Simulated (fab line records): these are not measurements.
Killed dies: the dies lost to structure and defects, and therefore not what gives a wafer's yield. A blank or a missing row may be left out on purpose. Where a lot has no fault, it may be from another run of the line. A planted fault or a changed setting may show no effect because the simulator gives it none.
Comparing a struck lot with a sound one    flow sky130    34 out of 708 route steps
Sound: the wafers L899.1, L899.2, L899.5. Wafers L906.1, L906.4, L906.6 were the ones struck. The cause is given at the end.
Each step with rows lists, per side, the tool, then ch with its chambers, then its first start. Under that, the readings that differ: sound wafers    struck wafers    difference of the means    sigmas: that difference in standard deviations of wafers without a fault.
alike: a reading whose means differ by less than 2 such deviations, as well as words and numbers matching on both sides. not compared: withheld readings; readings where some wafer has no value; bounds like >300 that might hide an equal value; numbers whose values overlap and for which the record gives no deviation.
Wherever a step has rows on one side only, a row that says differs or no value, or a row with sigmas, the two part there. Numbers that have no deviation but don't overlap get no sigmas and don't part them. A reading that every wafer of one side lacks parts them only if that side has two wafers or more.

first, 9 steps without rows for these wafers: SKY_VIA1_DEHYDRATE_04 (time 60 s); SKY_VIA1_HMDS_05 (prime time 60 s); SKY_VIA1_COAT_06 (resist thk 60 nm); SKY_VIA1_COAT_07 (resist thk 450 nm); SKY_VIA1_SOFTBAKE_08 (time 90 s); SKY_VIA1_EXPOSE_09 (exposes mask VIM, target cd 150 nm); SKY_VIA1_PEB_10; SKY_VIA1_DEVELOP_11 (develop time 60 s); SKY_VIA1_ETCH_14 (etches BARC in N2/H2, stops on SiO2, time 45.9 s, target depth 60 nm).
SKY_VIA1_ETCH_15: etches SiO2 in C4F8/O2/Ar, stops on TiN, target depth 351 nm, time 54 s.
  sound on rieDiel-03 ch 0,3, day 37 05:04; struck on rieDiel-01 ch 0,1,2, day 39 05:50
  alike: oesProductAu
  not compared: rfHoursCounterH
then, 23 steps without rows for these wafers: SKY_VIA1_STRIP_16 (strips in O2/N2); SKY_VIA1_STRIP_17 (strips in post etch residue remover, time 1200 s); SKY_VIA1_CLEAN_18 (cleans in IPA, time 180 s); SKY_VIA1_CLEAN_19 (cleans in O3/DIW); SKY_VIA1_SPUTTER_20 (material TiN, target thk 20 nm, time 80 s); SKY_VIA1_CVD_21 (deposits W, target thk 270 nm, time 80.902 s); SKY_VIA1_CMP_24 (polishes, stops on SiO2, t overpolish 15 s, target thk 0 nm); SKY_METAL2_SPUTTER_00 (material Ti, target thk 15 nm, time 10 s); SKY_METAL2_SPUTTER_01 (material TiN, target thk 20 nm, time 16.7 s); SKY_METAL2_SPUTTER_02 (material AlCu, target thk 250 nm, time 13.3 s); SKY_METAL2_SPUTTER_03 (material Ti, target thk 5 nm, time 3.3 s); SKY_METAL2_SPUTTER_04 (material TiN, target thk 70 nm, time 58.3 s); SKY_METAL2_DEHYDRATE_07 (time 60 s); SKY_METAL2_HMDS_08 (prime time 60 s); SKY_METAL2_COAT_09 (resist thk 60 nm); SKY_METAL2_COAT_10 (resist thk 450 nm); SKY_METAL2_SOFTBAKE_11 (time 90 s); SKY_METAL2_EXPOSE_12 (exposes mask MM2, target cd 140 nm); SKY_METAL2_PEB_13; SKY_METAL2_DEVELOP_14 (develop time 60 s); SKY_METAL2_DESCUM_17 (chemistry O2, time 8 s); SKY_METAL2_ETCH_18 (etches BARC in N2/H2, stops on SiO2, time 45.9 s, target depth 60 nm); SKY_METAL2_METAL_ETCH_19 (etches the open film in Cl2/BCl3, stops on SiO2, target depth 360 nm, time 78 s).
-- the record jumps here: 11 days lie between the struck wafers' starts before and after (it left off in module METAL2 and takes up again in module PAD_OPEN, whose first step shown is number 708 of the route) --
SKY_PAD_OPEN_PROBE_99:
  sound on prober-01 at day 48 07:31; struck on prober-02 at day 49 19:34
reading                                sound              struck             difference  sigmas
defectLimitedYield (%)                 84.1 82.5 81.1     76.4 76.0 73.0     -7.4        -4
killed_at_M0_to_M3                     36 44 50           78 85 77           +37         +5
killed_at_M4_up                        6 6 3              2 1 1              -4          -2
killedDies                             78 86 93           116 118 133        +37         +4
sort_bin_3_pad_short (%)               0 1.0 1.2          1.4 2.4 3.7        +1.8        +4
sort_bin_5_function (%)                10.4 8.9 9.6       16.1 16.1 17.7     +7.0        +5
sortNPass                              414 406 399        376 374 359        -37         -4
sortYieldPct (%)                       84.1 82.5 81.1     76.4 76.0 73.0     -7.4        -4
model.etest.tester.sortNPass           414 406 399        376 374 359        -37         
model.etest.tester.sortYieldPct (%)    84.15 82.52 81.1   76.42 76.02 72.97  -7.45       
model.etest.tester.sort_bin_5_pct (%)  10.37 8.943 9.553  16.06 16.06 17.68  +6.98       
model.etest.tester.sort_bin_3_pct (%)  0 1.016 1.22       1.423 2.439 3.659  +1.762      
  alike: killedAtContacts, killedAtFrontEnd, killedOpen, killedShort, sort_bin_6_memory

== WHERE THEY PART ==
At SKY_PAD_OPEN_PROBE_99 and nowhere else, as far as this record goes.

WHY: the cause the simulator had injected
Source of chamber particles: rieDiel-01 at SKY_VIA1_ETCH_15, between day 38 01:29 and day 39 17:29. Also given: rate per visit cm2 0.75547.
